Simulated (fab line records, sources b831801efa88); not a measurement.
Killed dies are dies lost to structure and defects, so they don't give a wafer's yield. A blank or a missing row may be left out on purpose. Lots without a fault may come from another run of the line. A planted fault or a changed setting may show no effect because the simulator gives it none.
Which tool did it? | flow sky130 | 10 lots, 30 wafers sampled, at 6 steps of a route of 708

WHAT THE GAUGES READ, wafer by wafer
SKY_CONTACT_CD_MEAS_14: target cd 170 nm.
lot  | measured     | on        | cd_nm (nm)
L504 | day 31 18:40 | cd_sem-02 | 171.7 170.4 172.6
L505 | day 32 07:52 | cd_sem-02 | 169.1 171.1 170.2
L506 | day 33 01:07 | cd_sem-01 | 172.0 171.2 173.6
L510 | day 33 19:10 | cd_sem-01 | 168.8 170.4 168.5
L513 | day 34 21:51 | cd_sem-02 | 170.6 170.4 171.1
L512 | day 35 02:57 | cd_sem-02 | 171.4 170.7 170.5
L518 | day 36 09:53 | cd_sem-02 | 169.8 169.7 169.6
L519 | day 36 15:02 | cd_sem-01 | 169.6 169.5 169.6
L522 | day 38 04:56 | cd_sem-02 | 170.8 170.1 171.4
L526 | day 38 18:25 | cd_sem-01 | 169.9 169.3 169.8

SKY_METAL1_RS_MEAS_05: measures by four-point-probe.
lot  | measured     | on            | METAL1_ALCU_RS (ohm/sq)
L504 | day 31 20:23 | film_metro-01 | 0.1265 0.1257 0.1265
L505 | day 32 10:02 | film_metro-04 | 0.1264 0.1254 0.1239
L506 | day 33 02:49 | film_metro-02 | 0.1267 0.1251 0.1271
L510 | day 33 20:50 | film_metro-02 | 0.1246 0.1280 0.1250
L513 | day 34 23:35 | film_metro-04 | 0.1246 0.1247 0.1220
L512 | day 35 04:43 | film_metro-02 | 0.1281 0.1248 0.1814
L518 | day 36 11:34 | film_metro-02 | 0.1270 0.1293 0.1277
L519 | day 36 16:42 | film_metro-01 | 0.1279 0.1259 0.1251
L522 | day 38 06:37 | film_metro-02 | 0.1273 0.1282 0.1284
L526 | day 38 20:07 | film_metro-04 | 0.1283 0.1287 0.1296

SKY_METAL1_THK_MEAS_06: measures by xrf.
lot  | measured     | on            | METAL1_ALCU_THK (nm)
L504 | day 31 20:31 | film_metro-01 | 251 250 247
L505 | day 32 10:07 | film_metro-04 | 251 252 255
L506 | day 33 02:56 | film_metro-02 | 248 251 248
L510 | day 33 20:58 | film_metro-02 | 252 246 252
L513 | day 34 23:41 | film_metro-04 | 252 251 257
L512 | day 35 04:49 | film_metro-02 | 245 253 176
L518 | day 36 11:40 | film_metro-02 | 250 245 247
L519 | day 36 16:49 | film_metro-01 | 246 250 252
L522 | day 38 06:44 | film_metro-02 | 248 244 246
L526 | day 38 20:14 | film_metro-04 | 246 246 243

WHICH TOOL RAN EACH LOT (tool, then ch and the chambers of the sampled wafers, then the start)
lot  | SKY_LOCAL_INTERCONNECT_METAL_ETCH_14 | SKY_METAL1_SPUTTER_02        | SKY_METAL1_SPUTTER_04
L504 | rie_metal-04 ch 0,1, day 30 14:17    | pvd_sputter-03, day 31 20:18 | pvd_sputter-03, day 31 20:20
L505 | rie_metal-04 ch 0,1, day 31 03:09    | pvd_sputter-03, day 32 09:53 | pvd_sputter-03, day 32 09:55
L506 | rie_metal-01 ch 0,1, day 31 20:52    | pvd_sputter-03, day 33 02:43 | pvd_sputter-03, day 33 02:46
L510 | rie_metal-01 ch 0,1, day 32 15:22    | pvd_sputter-04, day 33 20:45 | pvd_sputter-04, day 33 20:47
L513 | rie_metal-01 ch 0,1, day 33 18:34    | pvd_sputter-03, day 34 23:28 | pvd_sputter-03, day 34 23:30
L512 | rie_metal-01 ch 0,1, day 33 23:13    | pvd_sputter-03, day 35 04:34 | pvd_sputter-03, day 35 04:37
L518 | rie_metal-02 ch 0,1, day 35 05:48    | pvd_sputter-02, day 36 11:26 | pvd_sputter-02, day 36 11:28
L519 | rie_metal-04 ch 0,1, day 35 11:50    | pvd_sputter-04, day 36 16:35 | pvd_sputter-04, day 36 16:38
L522 | rie_metal-02 ch 0, day 37 00:56      | pvd_sputter-02, day 38 06:32 | pvd_sputter-02, day 38 06:34
L526 | rie_metal-01 ch 0,1, day 37 15:26    | pvd_sputter-02, day 38 20:01 | pvd_sputter-02, day 38 20:04
- SKY_LOCAL_INTERCONNECT_METAL_ETCH_14: etches TiN in Cl2/BCl3, stops on PSG, target depth 110 nm, time 31.4 s.
- SKY_METAL1_SPUTTER_02: material AlCu, target thk 250 nm, time 13.3 s.
- SKY_METAL1_SPUTTER_04: material TiN, target thk 70 nm, time 58.3 s.

WHAT THE TOOLS THEMSELVES READ (means of the sampled wafers that have a number; where no wafer has one, the mark that the record gives instead)
SKY_LOCAL_INTERCONNECT_METAL_ETCH_14.
lot  | tool         | drypump_motor_current_A (A) | oes_product_au (a.u.) | throttle_valve_pct (%)
L504 | rie_metal-04 | 6.0                         | 0.943                 | 21.895
L505 | rie_metal-04 | 6.0                         | 0.945                 | 21.896
L506 | rie_metal-01 | 5.8                         | 0.948                 | 21.898
L510 | rie_metal-01 | 6.0                         | 0.953                 | 21.893
L513 | rie_metal-01 | 5.8                         | 0.941                 | 21.905
L512 | rie_metal-01 | 5.8                         | 0.939                 | 21.899
L518 | rie_metal-02 | 5.4                         | 0.957                 | 21.897
L519 | rie_metal-04 | 5.9                         | 0.940                 | 21.910
L522 | rie_metal-02 | 5.0                         | 0.935                 | 21.914
L526 | rie_metal-01 | 6.0                         | 0.938                 | 21.910

SKY_METAL1_SPUTTER_02.
lot  | tool           | throttle_valve_pct (%)
L504 | pvd_sputter-03 | 30.4
L505 | pvd_sputter-03 | 30.1
L506 | pvd_sputter-03 | 30.5
L510 | pvd_sputter-04 | 28.9
L513 | pvd_sputter-03 | 29.8
L512 | pvd_sputter-03 | 29.9
L518 | pvd_sputter-02 | 30.6
L519 | pvd_sputter-04 | 29.7
L522 | pvd_sputter-02 | 29.7
L526 | pvd_sputter-02 | 29.5

SKY_METAL1_SPUTTER_04.
lot  | tool           | throttle_valve_pct (%)
L504 | pvd_sputter-03 | 30.4
L505 | pvd_sputter-03 | 30.2
L506 | pvd_sputter-03 | 30.6
L510 | pvd_sputter-04 | 29.1
L513 | pvd_sputter-03 | 29.9
L512 | pvd_sputter-03 | 29.8
L518 | pvd_sputter-02 | 30.5
L519 | pvd_sputter-04 | 29.6
L522 | pvd_sputter-02 | 29.4
L526 | pvd_sputter-02 | 29.5

THE ANSWER, worked out from the rows above alone
Rule: what is usual is taken from the lots themselves. Put in order of their means at a reading, lots are off if they are a third of the lots or fewer, leave a main group of 4 or more, and stand apart from it by a gap of 3 or more times the standard deviation of the main group's means; of several such gaps the widest counts. A main group whose means are all the same, to the digits that the tables above print for the reading, isn't used. A lot without any number at a reading at which 4 lots or more have one is off too. The other lots that the step has rows for count as sound. The gauges are gone through in route order, then the tools' own readings, and for those a lot's mean is taken as printed above. The first step at which some lot is off is used, and at that step the reading that is off furthest; a lot without a number counts as furthest.
Off: L512, at SKY_METAL1_RS_MEAS_05 (METAL1_ALCU_RS). The main group: mean 0.1265 ohm/sq, standard deviation 0.0015.
A tool fits if, at a process step before that reading, it ran every lot that is off, and no sound lot after the first of them. The gauges at SKY_METAL1_RS_MEAS_05 are tried like those tools. One fits: pvd_sputter-03 at SKY_METAL1_SPUTTER_02 and SKY_METAL1_SPUTTER_04. At SKY_METAL1_SPUTTER_02 its last sound lot is L513 (day 34 23:28), its first lot that is off L512 (day 35 04:34): a fault that began between those two fits.

WHAT THE SIMULATOR HAD PUT IN
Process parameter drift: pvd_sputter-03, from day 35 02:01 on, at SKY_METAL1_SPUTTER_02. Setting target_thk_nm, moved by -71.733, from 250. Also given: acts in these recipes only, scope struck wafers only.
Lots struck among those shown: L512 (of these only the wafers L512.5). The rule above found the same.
